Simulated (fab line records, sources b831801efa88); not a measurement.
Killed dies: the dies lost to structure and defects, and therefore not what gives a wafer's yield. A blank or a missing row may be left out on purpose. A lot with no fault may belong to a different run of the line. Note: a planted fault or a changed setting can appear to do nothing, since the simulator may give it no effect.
fab line records | flow gf180mcu
[record] lots = 5 wafers = 15 last-day = 33
route steps=602 shown V2@388 M3@409
lots that met no fault: taken from a fault-free run of the same line
start-h: start of the lot's first displayed wafer, in hours after the record's first day | wait-h: how many hours have passed since the lot's step before this one | " same as the row above | L1.1+2: a single row standing in for several wafers | - value missing, or start not given | * or withheld: withheld | < > ~ a bound
route shown NAME@n: NAME is a module with steps in the file, n the number in the route of the first one | usual: mean/standard deviation of fault-free wafers | same: alike in all rows | chamber/n: place in a boat | sites: the reading at each site | _std_site: the standard deviation of these | _edge_site: outer sites' mean less inner sites' | radius-mm: how far each site lies from the wafer's centre | mask NAME#n: copy n | behind: tool/chamber where the wafer was last shaped | hold: the reason the lot was held/the length of the hold in hours/how it ended | device: names the non-switching transistor (n, p or np) | end of line: tests run on the same wafers once the route is complete | a step given without rows: its recipe and nothing more | killed: at the first sort, the dies lost to defects and structure; wafer yield is something else | map: a wafer's dies, x killed, . not, _ none there
set.NAME: the run value of the setting; set.NAME@STEP: its run value at that earlier step | model.NAME: the simulator's own value behind a step, which no gauge read
lots seen at some steps along the route; tables by step, rows by wafer
services: a tool's chamber out of use, with start hour (start-h, from the record's first day; less than 0 if before it), hours out, and reason
[[steps]]
[step GF_V2_DEHYDRATE_06]
[recipe] temp-c = 200 time-s = 60
[usual] plate-temp-C = 200.03/0.17
// columns lot.wafer tool chamber start-h wait-h plate-temp-C
L075.2 litho-track-03 0 457.37 11.7 200.07
L075.3 " 0 " " 200.21
L075.5 " 0 " " 200.06
L080.2 litho-track-03 0 505.66 11.1 199.89
L080.3 " 0 " " 199.96
L080.4 " 0 " " 199.77
L083.1 litho-track-02 0 535.42 10.8 200.06
L083.3 " 0 " " 200.13
L083.5 " 0 " " 200.17
L087.2 litho-track-02 0 563.00 10.7 200.21
L087.3 " 0 " " 200.10
L087.5 " 0 " " 200.15
L093.2 litho-track-02 0 609.05 9.2 199.84
L093.3 " 0 " " 199.88
L093.4 " 0 " " 199.68
[step GF_V2_HMDS_07]
[recipe] prime-time-s = 60 prime-temp-c = 120
// columns lot.wafer tool chamber start-h wait-h
L075.2+3+5 litho-track-03 0 457.52 0.1
L080.2+3+4 litho-track-03 0 505.81 0.1
L083.1+3+5 litho-track-02 0 535.57 0.1
L087.2+3+5 litho-track-02 0 563.15 0.1
L093.2+3+4 litho-track-02 0 609.20 0.1
[step GF_V2_COAT_08]
[recipe] resist = BARC temp-c = withheld time-s = withheld spin-rpm = withheld resist-thk-nm = withheld
// columns lot.wafer tool chamber start-h wait-h
L075.2+3+5 litho-track-03 0 457.67 0.1
L080.2+3+4 litho-track-03 0 505.96 0.1
L083.1+3+5 litho-track-02 0 535.72 0.1
L087.2+3+5 litho-track-02 0 563.30 0.1
L093.2+3+4 litho-track-02 0 609.35 0.1
[step GF_V2_COAT_09]
[recipe] resist = KrF spin-rpm = withheld resist-thk-nm = 1000
// columns lot.wafer tool chamber start-h wait-h
L075.2+3+5 litho-track-03 0 - -
L080.2+3+4 litho-track-03 0 - -
L083.1+3+5 litho-track-02 0 - -
L087.2+3+5 litho-track-02 0 - -
L093.2+3+4 litho-track-02 0 - -
[step GF_V2_SOFTBAKE_10]
[recipe] temp-c = 130 time-s = 60 resist = KrF
[usual] plate-temp-C = 129.98/0.12
// columns lot.wafer tool chamber start-h wait-h plate-temp-C
L075.2 litho-track-03 0 - - 129.90
L075.3 " 0 " " 130.12
L075.5 " 0 " " 130.07
L080.2 litho-track-03 0 - - 129.87
L080.3 " 0 " " 130.04
L080.4 " 0 " " 130.13
L083.1 litho-track-02 0 - - 129.90
L083.3 " 0 " " 129.97
L083.5 " 0 " " 129.79
L087.2 litho-track-02 0 - - 129.86
L087.3 " 0 " " 129.76
L087.5 " 0 " " 129.86
L093.2 litho-track-02 0 - - 130.16
L093.3 " 0 " " 130.09
L093.4 " 0 " " 129.89
[step GF_V2_EXPOSE_11]
[recipe] mask-id = Via2 target-cd-nm = 260 na = 0.68 source-shape = conventional sigma-outer = 0.6 dose-mj = 38
[usual] focus-offset-nm = 0.0/0.53
[same] na = 0.68
// columns lot.wafer tool chamber start-h wait-h mask focus-offset-nm
L075.2 krf-scanner-02 0 - - Via2#0 0.1
L075.3 " 0 " " Via2#0 0.2
L075.5 " 0 " " Via2#0 0.4
L080.2 krf-scanner-02 0 - - Via2#0 0.0
L080.3 " 0 " " Via2#0 0.0
L080.4 " 0 " " Via2#0 0.5
L083.1 krf-scanner-01 0 - - Via2#0 -0.3
L083.3 " 0 " " Via2#0 -0.8
L083.5 " 0 " " Via2#0 0.6
L087.2 krf-scanner-02 0 - - Via2#0 0.5
L087.3 " 0 " " Via2#0 0.3
L087.5 " 0 " " Via2#0 0.7
L093.2 krf-scanner-02 0 - - Via2#0 0.2
L093.3 " 0 " " Via2#0 -0.5
L093.4 " 0 " " Via2#0 0.5
[step GF_V2_PEB_12]
[recipe] peb-temp-c = 135 peb-time-s = 90 resist = KrF
[usual] plate-temp-C = 135.02/0.13
[same] peb-time-s = 90
// columns lot.wafer tool chamber start-h wait-h plate-temp-C
L075.2 litho-track-02 0 - - 134.95
L075.3 " 0 " " 135.19
L075.5 " 0 " " 134.82
L080.2 litho-track-03 0 - - 135.05
L080.3 " 0 " " 135.11
L080.4 " 0 " " 135.08
L083.1 litho-track-02 0 - - 134.86
L083.3 " 0 " " 134.91
L083.5 " 0 " " 134.99
L087.2 litho-track-01 0 - - 134.73
L087.3 " 0 " " 134.90
L087.5 " 0 " " 134.83
L093.2 litho-track-02 0 - - 135.08
L093.3 " 0 " " 135.02
L093.4 " 0 " " 134.97
[step GF_V2_DEVELOP_13]
[recipe] develop-time-s = 60 resist = KrF dev-temp-c = 21
// columns lot.wafer tool chamber start-h wait-h
L075.2+3+5 litho-track-02 0 469.55 0.2
L080.2+3+4 litho-track-03 0 517.81 0.2
L083.1+3+5 litho-track-02 0 547.02 0.2
L087.2+3+5 litho-track-01 0 574.11 0.2
L093.2+3+4 litho-track-02 0 619.60 0.2
[step GF_V2_CD_MEAS_14]
[recipe] target-cd-nm = 260
[usual] cd-nm = 259.9/1.3
// columns lot.wafer tool chamber start-h wait-h cd-nm
L075.2 cd-sem-01 - 469.69 0.1 260.3
L075.3 " - " " 259.1
L075.5 " - " " 260.3
L080.2 cd-sem-01 - 517.96 0.1 261.1
L080.3 " - " " 260.9
L080.4 " - " " 259.5
L083.1 cd-sem-02 - 547.19 0.1 261.0
L083.3 " - " " 261.4
L083.5 " - " " 260.3
L087.2 cd-sem-02 - 574.25 0.1 259.7
L087.3 " - " " 259.5
L087.5 " - " " 260.7
L093.2 cd-sem-02 - 619.74 0.1 262.0
L093.3 " - " " 262.3
L093.4 " - " " 261.0
[step GF_V2_OVL_MEAS_15]
[usual] V2_OVL = -2/5.4
// columns lot.wafer tool chamber start-h wait-h V2_OVL[nm]
L075.2 overlay-01 - 469.80 0.1 -5
L075.3 " - " " -10
L075.5 " - " " -9
L080.2 overlay-02 - 518.07 0.1 3
L080.3 " - " " -6
L080.4 " - " " 2
L083.1 overlay-02 - 547.31 0.1 -1
L083.3 " - " " -5
L083.5 " - " " -1
L087.2 overlay-02 - 574.36 0.1 -3
L087.3 " - " " -4
L087.5 " - " " -6
L093.2 overlay-01 - 619.85 0.1 8
L093.3 " - " " -3
L093.4 " - " " 5
[step GF_V2_ETCH_16]
[recipe] chemistry = N2/H2 target-depth-a = withheld overetch-a = withheld time-s = withheld target = BARC ion-energy-ev = 200 source-w = 500 bias-w = 100 pressure-mtorr = 30 n2-flow-sccm = 100 h2-flow-sccm = 200
[usual] chamber-pressure-mTorr = 30.000/0.026 drypump-motor-current-A = 6.0/0.36 oes-product-au = 0.855/0.0047 rf-fwd-power-W = 493.9/2.3 throttle-valve-pct = 13.226/0.0091
// columns lot.wafer tool chamber start-h wait-h chamber-pressure-mTorr drypump-motor-current-A oes-product-au rf-fwd-power-W throttle-valve-pct
L075.2 rie-diel-03 2 469.83 0.0 29.958 5.9 0.858 488.8 13.248
L075.3 " 0 " " 29.983 6.2 0.854 491.9 13.218
L075.5 " 1 " " 30.001 5.6 0.852 496.4 13.230
L080.2 rie-diel-03 2 518.10 0.0 30.004 5.9 0.847 491.7 13.227
L080.3 " 1 " " 29.981 5.6 0.851 494.7 13.225
L080.4 " 3 " " 29.983 6.3 0.854 490.4 13.232
L083.1 rie-diel-02 0 547.34 0.0 30.045 5.7 0.856 494.8 13.224
L083.3 " 1 " " 30.051 5.7 0.855 494.7 13.224
L083.5 " 3 " " 29.980 6.7 0.865 496.6 13.226
L087.2 rie-diel-03 2 574.39 0.0 30.027 5.9 0.848 490.4 13.222
L087.3 " 3 " " 30.042 6.4 0.859 488.6 13.235
L087.5 " 2 " " 29.975 5.9 0.850 491.0 13.233
L093.2 rie-diel-04 3 619.88 0.0 30.001 6.0 0.857 492.3 13.237
L093.3 " 2 " " 30.007 5.5 0.853 495.3 13.239
L093.4 " 3 " " 30.052 6.0 0.852 490.1 13.225
[step GF_V2_ETCH_17]
[recipe] chemistry = C4F8/O2/Ar mask-material = KrF target = SiO2 stop-on = TiN source-w = 1500 bias-w = 1200 pressure-mtorr = 40 c4f8-flow-sccm = withheld O2_flow_sccm = 6 Ar_flow_sccm = 300 time-s = withheld target-depth-a = 6300
[usual] chamber-pressure-mTorr = 40.00/0.036 oes-product-au = 0.855/0.0048 rf-fwd-power-W = 1492/5.8
// columns lot.wafer tool chamber start-h wait-h chamber-pressure-mTorr oes-product-au rf-fwd-power-W
L075.2 rie-diel-03 2 - - 40.01 0.862 1489
L075.3 " 0 " " 40.02 0.861 1487
L075.5 " 1 " " 39.98 0.854 1487
L080.2 rie-diel-03 2 - - 40.04 0.854 1493
L080.3 " 1 " " 40.00 0.860 1499
L080.4 " 3 " " 39.98 0.859 1484
L083.1 rie-diel-02 0 - - 40.06 0.860 1491
L083.3 " 1 " " 40.06 0.854 1499
L083.5 " 3 " " 39.91 0.859 1488
L087.2 rie-diel-03 2 - - 39.96 0.854 1498
L087.3 " 3 " " 39.97 0.857 1491
L087.5 " 2 " " 40.00 0.863 1493
L093.2 rie-diel-04 3 - - 40.00 0.858 1502
L093.3 " 2 " " 40.00 0.858 1491
L093.4 " 3 " " 39.97 0.861 1496
[step GF_V2_STRIP_18]
[recipe] chemistry = O2/N2 power-w = 1400 pressure-mtorr = 1500 platen-temp-c = 250 o2-flow-sccm = 3000 n2-flow-sccm = 300 overash-fraction = 0.5
[usual] chamber-pressure-mTorr = 1499.9/1.3 drypump-motor-current-A = 5.92/0.28 heater-power-w = 320/45 oes-product-au = 0.593/0.0047
// columns lot.wafer tool chamber start-h wait-h chamber-pressure-mTorr drypump-motor-current-A heater-power-w oes-product-au rf-hours-counter-h
L075.2 plasma-asher-03 1 469.96 - 1496.5 6.13 301 0.591 84
L075.3 " 0 " " 1499.1 5.99 270 0.596 -
L075.5 " 1 " " 1498.2 6.16 304 0.599 -
L080.2 plasma-asher-03 0 518.22 - 1497.4 6.00 270 0.591 89
L080.3 " 1 " " 1499.7 6.14 306 0.591 -
L080.4 " 0 " " 1498.4 6.00 266 0.586 -
L083.1 plasma-asher-02 1 547.47 - 1500.5 6.15 334 0.594 73
L083.3 " 1 " " 1500.1 6.17 339 0.590 -
L083.5 " 1 " " 1500.2 6.15 343 0.586 -
L087.2 plasma-asher-03 1 574.52 - 1498.4 6.11 303 0.596 95
L087.3 " 0 " " 1498.6 5.98 265 0.592 -
L087.5 " 1 " " 1499.4 6.14 308 0.590 -
L093.2 plasma-asher-03 1 620.01 - 1500.0 6.14 306 0.590 100
L093.3 " 1 " " 1500.5 6.13 312 0.598 -
L093.4 " 0 " " 1501.0 5.97 263 0.596 -
[step GF_V2_STRIP_19]
[recipe] chemistry = post-etch-residue-remover time-s = 1200 temp-c = 72.5
// columns lot.wafer tool chamber start-h wait-h
L075.2+3+5 wet-bench-02 1 470.06 0.1
L080.2+3+4 wet-bench-03 0 518.32 0.1
L083.1+3+5 wet-bench-01 0 547.57 0.1
L087.2+3+5 wet-bench-03 2 574.62 0.1
L093.2+3+4 wet-bench-03 3 620.11 0.1
[step GF_V2_CLEAN_20]
[recipe] chemistry = DIW dry = n2-spin
// columns lot.wafer tool chamber start-h wait-h
L075.2+3+5 wet-bench-01 1 470.40 0.0
L080.2+3+4 wet-bench-01 3 518.73 0.0
L083.1+3+5 wet-bench-02 1 547.94 0.0
L087.2+3+5 wet-bench-01 3 574.96 0.0
L093.2+3+4 wet-bench-02 2 620.45 0.0
[step GF_V2_SPUTTER_21]
[recipe] material = Ti target-thk-nm = 15 chamber-pressure-pa = 5 power-w = 2500 substrate-temp-c = 200 time-s = 80.02
[usual] throttle-valve-pct = 30.6/0.97
// columns lot.wafer tool chamber start-h wait-h throttle-valve-pct
L075.2 pvd-sputter-04 - 470.50 0.0 29.9
L075.3 " - " " 29.3
L075.5 " - " " 30.2
L080.2 pvd-sputter-02 - 518.82 0.0 31.2
L080.3 " - " " 29.9
L080.4 " - " " 31.0
L083.1 pvd-sputter-02 - 548.04 0.0 32.5
L083.3 " - " " 31.0
L083.5 " - " " 32.6
L087.2 pvd-sputter-04 - 575.05 0.0 29.3
L087.3 " - " " 29.8
L087.5 " - " " 31.0
L093.2 pvd-sputter-04 - 620.54 0.0 31.3
L093.3 " - " " 30.1
L093.4 " - " " 29.3
[step GF_V2_SPUTTER_22]
[recipe] material = TiN target-thk-nm = 10 chamber-pressure-pa = 5 power-w = 4000 time-s = 40
[usual] throttle-valve-pct = 30.6/0.99
// columns lot.wafer tool chamber start-h wait-h throttle-valve-pct
L075.2 pvd-sputter-04 - 470.56 0.0 29.7
L075.3 " - " " 29.2
L075.5 " - " " 30.0
L080.2 pvd-sputter-02 - 518.88 0.0 31.6
L080.3 " - " " 29.9
L080.4 " - " " 31.0
L083.1 pvd-sputter-02 - 548.10 0.0 32.6
L083.3 " - " " 31.2
L083.5 " - " " 32.6
L087.2 pvd-sputter-04 - 575.11 0.0 29.2
L087.3 " - " " 30.2
L087.5 " - " " 31.1
L093.2 pvd-sputter-04 - 620.60 0.0 30.9
L093.3 " - " " 29.5
L093.4 " - " " 28.7
[step GF_V2_CVD_23]
[recipe] material = W target-thk-nm = 350 time-s = 104.94 temp-c = 400 pressure-torr = 40
[usual] heater-power-w = 883/99
// columns lot.wafer tool chamber start-h wait-h heater-power-w
L075.2 cvd-w-01 1 470.60 0.0 823
L075.3 " 1 " " 824
L075.5 " 0 " " 799
L080.2 cvd-w-02 0 518.92 0.0 1033
L080.3 " 1 " " 809
L080.4 " 0 " " 995
L083.1 cvd-w-02 1 548.14 0.0 815
L083.3 " 0 " " 1020
L083.5 " 1 " " 807
L087.2 cvd-w-02 0 575.15 0.0 1043
L087.3 " 0 " " 1016
L087.5 " 1 " " 813
L093.2 cvd-w-01 0 620.64 0.0 803
L093.3 " 1 " " 847
L093.4 " 0 " " 768
[step GF_V2_RS_MEAS_24]
[recipe] thk-meas-gauge = four-point-probe reads = W_of_V2_CVD_23+TiN_of_V2_SPUTTER_22+Ti_of_V2_SPUTTER_21
[usual] V2_W_RS = 0.329/0.0042
// columns lot.wafer tool chamber start-h wait-h V2_W_RS[ohm/sq]
L075.2 film-metro-02 - 470.73 0.1 0.327
L075.3 " - " " 0.327
L075.5 " - " " 0.330
L080.2 film-metro-04 - 519.06 0.1 0.333
L080.3 " - " " 0.340
L080.4 " - " " 0.333
L083.1 film-metro-01 - 548.26 0.1 0.332
L083.3 " - " " 0.328
L083.5 " - " " 0.330
L087.2 film-metro-04 - 575.28 0.1 0.325
L087.3 " - " " 0.330
L087.5 " - " " 0.334
L093.2 film-metro-02 - 620.77 0.1 0.328
L093.3 " - " " 0.324
L093.4 " - " " 0.330
[step GF_V2_THK_MEAS_25]
[recipe] thk-meas-gauge = xrf reads = W_of_V2_CVD_23
[usual] V2_W_THK = 352/5.1
// columns lot.wafer tool chamber start-h wait-h V2_W_THK[nm]
L075.2 film-metro-02 - 470.84 0.1 355
L075.3 " - " " 354
L075.5 " - " " 350
L080.2 film-metro-04 - 519.17 0.1 346
L080.3 " - " " 340
L080.4 " - " " 345
L083.1 film-metro-01 - 548.38 0.1 348
L083.3 " - " " 353
L083.5 " - " " 350
L087.2 film-metro-04 - 575.39 0.1 358
L087.3 " - " " 350
L087.5 " - " " 345
L093.2 film-metro-02 - 620.88 0.1 355
L093.3 " - " " 358
L093.4 " - " " 352
[step GF_V2_CMP_26]
[recipe] stop-on = SiO2 down-force-psi = 3.5 platen-rpm = 60 t-overpolish-s = 15 target-thk-nm = 0 pad-velocity-m-s = 0.94248
[usual] motor-current-A = 11.7/1.2 overpolish-run-s = 15.000/0.0086 slurry-filter-dp-kPa = 13.48/0.15 time-to-endpoint-s = 82/3.7
// columns lot.wafer tool chamber start-h wait-h motor-current-A overpolish-run-s slurry-filter-dp-kPa time-to-endpoint-s
L075.2 cmp-01 3 470.89 0.0 11.6 14.994 13.12 86
L075.3 " 0 " " 9.7 14.994 13.62 84
L075.5 " 0 " " 10.0 15.014 13.53 82
L080.2 cmp-01 2 519.22 0.0 13.2 14.997 13.50 87
L080.3 " 3 " " 12.0 15.002 13.61 81
L080.4 " 1 " " 11.1 14.989 13.74 80
L083.3 cmp-02 1 548.49 0.1 12.6 14.995 13.49 91
L083.1 " 3 " " 10.9 15.001 13.30 83
L083.5 " 1 " " 13.3 15.000 13.59 87
L087.3 cmp-02 2 575.44 0.0 12.7 15.013 13.31 82
L087.2 " 3 " " 10.8 14.993 13.40 81
L087.5 " 2 " " 12.3 15.019 13.35 82
L093.3 cmp-02 3 620.93 0.0 10.3 15.012 13.43 83
L093.4 " 0 " " 10.7 14.986 13.26 77
L093.2 " 1 " " 12.5 15.003 13.56 82
[step GF_M3_SPUTTER_00]
[recipe] material = Ti target-thk-nm = 37.5 arriving-ion-energy-ev = 80 substrate-temp-c = 200 chamber-pressure-pa = 2 power-w = 4000 time-s = 150
[usual] throttle-valve-pct = 30.0/0.96
// columns lot.wafer tool chamber start-h wait-h throttle-valve-pct
L075.2 pvd-sputter-01 - 471.19 0.2 30.0
L075.3 " - " " 29.8
L075.5 " - " " 30.6
L080.2 pvd-sputter-01 - 519.52 0.2 29.9
L080.3 " - " " 30.1
L080.4 " - " " 29.5
L083.1 pvd-sputter-03 - 548.74 0.1 28.1
L083.3 " - " " 30.1
L083.5 " - " " 29.7
L087.2 pvd-sputter-01 - 575.74 0.2 30.0
L087.3 " - " " 30.6
L087.5 " - " " 29.6
L093.2 pvd-sputter-01 - 621.23 0.1 30.5
L093.3 " - " " 29.8
L093.4 " - " " 29.4
[step GF_M3_SPUTTER_01]
[recipe] material = TiN target-thk-nm = 30 power-w = 6500 time-s = 25 chamber-pressure-pa = 0.4
[usual] throttle-valve-pct = 30.0/0.96
// columns lot.wafer tool chamber start-h wait-h throttle-valve-pct
L075.2 pvd-sputter-01 - 471.29 0.1 30.1
L075.3 " - " " 29.9
L075.5 " - " " 30.4
L080.2 pvd-sputter-01 - 519.62 0.1 30.1
L080.3 " - " " 30.1
L080.4 " - " " 29.4
L083.1 pvd-sputter-03 - 548.84 0.1 28.4
L083.3 " - " " 30.1
L083.5 " - " " 29.8
L087.2 pvd-sputter-01 - 575.84 0.1 30.2
L087.3 " - " " 30.5
L087.5 " - " " 29.6
L093.2 pvd-sputter-01 - 621.33 0.1 30.4
L093.3 " - " " 29.9
L093.4 " - " " 29.7
[step GF_M3_SPUTTER_02]
[recipe] material = AlCu target-thk-nm = 450 power-w = 10600 time-s = 23.9 chamber-pressure-pa = 0.4
[usual] throttle-valve-pct = 30.0/0.95
// columns lot.wafer tool chamber start-h wait-h throttle-valve-pct
L075.2 pvd-sputter-01 - 471.32 0.0 30.1
L075.3 " - " " 29.8
L075.5 " - " " 30.7
L080.2 pvd-sputter-01 - 519.65 0.0 30.0
L080.3 " - " " 30.1
L080.4 " - " " 29.4
L083.1 pvd-sputter-03 - 548.87 0.0 28.2
L083.3 " - " " 30.0
L083.5 " - " " 29.7
L087.2 pvd-sputter-01 - 575.87 0.0 30.0
L087.3 " - " " 30.2
L087.5 " - " " 29.4
L093.2 pvd-sputter-01 - 621.36 0.0 30.2
L093.3 " - " " 30.1
L093.4 " - " " 29.6
[step GF_M3_SPUTTER_03]
[recipe] material = Ti target-thk-nm = 10 substrate-temp-c = 300 chamber-pressure-pa = 0.3 power-w = 3000 time-s = 6.7
[usual] throttle-valve-pct = 30.0/0.96
// columns lot.wafer tool chamber start-h wait-h throttle-valve-pct
L075.2 pvd-sputter-01 - 471.35 0.0 30.1
L075.3 " - " " 30.1
L075.5 " - " " 30.6
L080.2 pvd-sputter-01 - 519.68 0.0 30.0
L080.3 " - " " 30.1
L080.4 " - " " 29.5
L083.1 pvd-sputter-03 - 548.90 0.0 28.2
L083.3 " - " " 30.0
L083.5 " - " " 29.3
L087.2 pvd-sputter-01 - 575.90 0.0 30.0
L087.3 " - " " 30.3
L087.5 " - " " 29.7
L093.2 pvd-sputter-01 - 621.39 0.0 30.5
L093.3 " - " " 30.0
L093.4 " - " " 29.8
[step GF_M3_SPUTTER_04]
[recipe] material = TiN target-thk-nm = 50 power-w = 6500 time-s = 41.7 chamber-pressure-pa = 0.4
[usual] throttle-valve-pct = 30.0/0.97
// columns lot.wafer tool chamber start-h wait-h throttle-valve-pct
L075.2 pvd-sputter-01 - 471.37 0.0 29.9
L075.3 " - " " 30.1
L075.5 " - " " 30.5
L080.2 pvd-sputter-01 - 519.70 0.0 30.1
L080.3 " - " " 30.0
L080.4 " - " " 29.3
L083.1 pvd-sputter-03 - 548.92 0.0 28.3
L083.3 " - " " 29.8
L083.5 " - " " 29.7
L087.2 pvd-sputter-01 - 575.93 0.0 30.0
L087.3 " - " " 30.2
L087.5 " - " " 29.5
L093.2 pvd-sputter-01 - 621.41 0.0 30.4
L093.3 " - " " 29.9
L093.4 " - " " 29.5
[step GF_M3_RS_MEAS_05]
[recipe] thk-meas-gauge = four-point-probe reads = TiN_of_M3_SPUTTER_04+Ti_of_M3_SPUTTER_03+AlCu_of_M3_SPUTTER_02+TiN_of_M3_SPUTTER_01+Ti_of_M3_SPUTTER_00
[usual] M3_ALCU_RS = 0.0696/0.00074
// columns lot.wafer tool chamber start-h wait-h M3_ALCU_RS[ohm/sq]
L075.2 film-metro-02 - 471.43 0.0 0.0688
L075.3 " - " " 0.0690
L075.5 " - " " 0.0699
L080.2 film-metro-03 - 519.76 0.0 0.0685
L080.3 " - " " 0.0687
L080.4 " - " " 0.0691
L083.1 film-metro-03 - 548.96 0.0 0.0697
L083.3 " - " " 0.0697
L083.5 " - " " 0.0699
L087.2 film-metro-03 - 575.98 0.0 0.0701
L087.3 " - " " 0.0711
L087.5 " - " " 0.0706
L093.2 film-metro-02 - 621.47 0.0 0.0708
L093.3 " - " " 0.0698
L093.4 " - " " 0.0692
[step GF_M3_THK_MEAS_06]
[recipe] thk-meas-gauge = xrf reads = AlCu_of_M3_SPUTTER_02
[usual] M3_ALCU_THK = 457/5.2
// columns lot.wafer tool chamber start-h wait-h M3_ALCU_THK[nm]
L075.2 film-metro-02 - 471.54 0.1 465
L075.3 " - " " 462
L075.5 " - " " 457
L080.2 film-metro-03 - 519.87 0.1 465
L080.3 " - " " 465
L080.4 " - " " 460
L083.1 film-metro-03 - 549.08 0.1 457
L083.3 " - " " 455
L083.5 " - " " 456
L087.2 film-metro-03 - 576.09 0.1 453
L087.3 " - " " 447
L087.5 " - " " 452
L093.2 film-metro-02 - 621.58 0.1 453
L093.3 " - " " 459
L093.4 " - " " 464
[step GF_M3_DEHYDRATE_07]
[recipe] temp-c = 200 time-s = 60
[usual] plate-temp-C = 200.00/0.15
// columns lot.wafer tool chamber start-h wait-h plate-temp-C
L075.2 litho-track-03 0 483.27 11.7 200.05
L075.3 " 0 " " 199.90
L075.5 " 0 " " 199.96
L080.2 litho-track-03 0 530.56 10.7 200.17
L080.3 " 0 " " 200.22
L080.4 " 0 " " 199.91
L083.1 litho-track-01 0 559.08 10.0 200.00
L083.3 " 0 " " 199.91
L083.5 " 0 " " 199.82
L087.2 litho-track-04 0 585.85 9.7 200.05
L087.3 " 0 " " 200.10
L087.5 " 0 " " 199.93
L093.2 litho-track-01 0 631.26 9.7 200.08
L093.3 " 0 " " 200.00
L093.4 " 0 " " 199.98
[step GF_M3_HMDS_08]
[recipe] prime-time-s = 60 prime-temp-c = 120
// columns lot.wafer tool chamber start-h wait-h
L075.2+3+5 litho-track-03 0 483.42 0.1
L080.2+3+4 litho-track-03 0 530.71 0.1
L083.1+3+5 litho-track-01 0 559.23 0.1
L087.2+3+5 litho-track-04 0 586.00 0.1
L093.2+3+4 litho-track-01 0 631.41 0.1
[step GF_M3_COAT_09]
[recipe] resist = KrF spin-rpm = withheld resist-thk-nm = 1000
// columns lot.wafer tool chamber start-h wait-h
L075.2+3+5 litho-track-03 0 483.57 0.1
L080.2+3+4 litho-track-03 0 530.86 0.1
L083.1+3+5 litho-track-01 0 559.38 0.1
L087.2+3+5 litho-track-04 0 586.15 0.1
L093.2+3+4 litho-track-01 0 631.56 0.1
[step GF_M3_SOFTBAKE_10]
[recipe] temp-c = 130 time-s = 60 resist = KrF
[usual] plate-temp-C = 129.99/0.13
// columns lot.wafer tool chamber start-h wait-h plate-temp-C
L075.2 litho-track-03 0 483.72 0.1 129.98
L075.3 " 0 " " 130.06
L075.5 " 0 " " 129.84
L080.2 litho-track-03 0 531.01 0.1 130.12
L080.3 " 0 " " 130.07
L080.4 " 0 " " 130.19
L083.1 litho-track-01 0 559.53 0.1 129.87
L083.3 " 0 " " 129.86
L083.5 " 0 " " 129.97
L087.2 litho-track-04 0 586.30 0.1 129.99
L087.3 " 0 " " 130.10
L087.5 " 0 " " 130.17
L093.2 litho-track-01 0 631.71 0.1 129.89
L093.3 " 0 " " 129.86
L093.4 " 0 " " 129.59
[step GF_M3_EXPOSE_11]
[recipe] mask-id = Metal3 target-cd-nm = 280 na = 0.68 source-shape = conventional sigma-outer = 0.6 dose-mj = 28
[usual] focus-offset-nm = 0.0/0.57
[same] na = 0.68
// columns lot.wafer tool chamber start-h wait-h mask focus-offset-nm
L075.2 krf-scanner-02 0 - - Metal3#0 -0.7
L075.3 " 0 " " Metal3#0 -0.4
L075.5 " 0 " " Metal3#0 -0.2
L080.2 krf-scanner-02 0 - - Metal3#0 0.9
L080.3 " 0 " " Metal3#0 -0.6
L080.4 " 0 " " Metal3#0 -0.4
L083.1 krf-scanner-01 0 - - Metal3#0 -0.4
L083.3 " 0 " " Metal3#0 1.0
L083.5 " 0 " " Metal3#0 0.0
L087.2 krf-scanner-01 0 - - Metal3#0 0.9
L087.3 " 0 " " Metal3#0 0.1
L087.5 " 0 " " Metal3#0 0.7
L093.2 krf-scanner-02 0 - - Metal3#0 -0.2
L093.3 " 0 " " Metal3#0 0.4
L093.4 " 0 " " Metal3#0 0.5
[step GF_M3_PEB_12]
[recipe] peb-temp-c = 135 peb-time-s = 90 resist = KrF
[usual] plate-temp-C = 135.06/0.13
[same] peb-time-s = 90
// columns lot.wafer tool chamber start-h wait-h plate-temp-C
L075.2 litho-track-04 0 - - 134.90
L075.3 " 0 " " 135.05
L075.5 " 0 " " 135.06
L080.2 litho-track-01 0 - - 134.96
L080.3 " 0 " " 134.99
L080.4 " 0 " " 135.09
L083.1 litho-track-03 0 - - 135.28
L083.3 " 0 " " 135.19
L083.5 " 0 " " 135.09
L087.2 litho-track-03 0 - - 134.93
L087.3 " 0 " " 134.97
L087.5 " 0 " " 135.04
L093.2 litho-track-03 0 - - 135.01
L093.3 " 0 " " 134.77
L093.4 " 0 " " 134.96
[[services]]
// columns tool chamber start-h hours kind
pvd-sputter-02 - 450.71 1.6 repair
krf-scanner-01 - 455.38 0.6 repair
wet-bench-03 - 459.37 1.9 pm
krf-scanner-02 - 460.10 3.6 pm
krf-scanner-02 - 473.45 1.3 pm
pvd-sputter-02 - 483.15 5.4 repair
krf-scanner-02 - 494.65 0.8 repair
pvd-sputter-03 - 537.30 2.6 repair
plasma-asher-03 - 541.14 2.0 repair
rie-diel-03 2 544.55 7.0 repair
plasma-asher-03 - 550.08 4.0 pm
rie-diel-03 0 572.66 4.2 repair
krf-scanner-02 - 581.21 1.0 pm
krf-scanner-02 - 582.43 4.4 pm
pvd-sputter-04 - 590.88 3.8 repair
rie-diel-03 - 592.26 3.8 repair
rie-diel-03 0 592.40 2.6 repair
krf-scanner-02 - 593.01 0.8 pm
rie-diel-03 2 607.44 3.9 repair
rie-diel-03 2 622.84 10.3 repair
plasma-asher-03 - 623.95 41.9 repair
rie-diel-03 - 629.23 0.6 repair
rie-diel-03 2 633.67 1.3 repair
pvd-sputter-02 - 636.00 1.7 repair
[[key]]
fault none
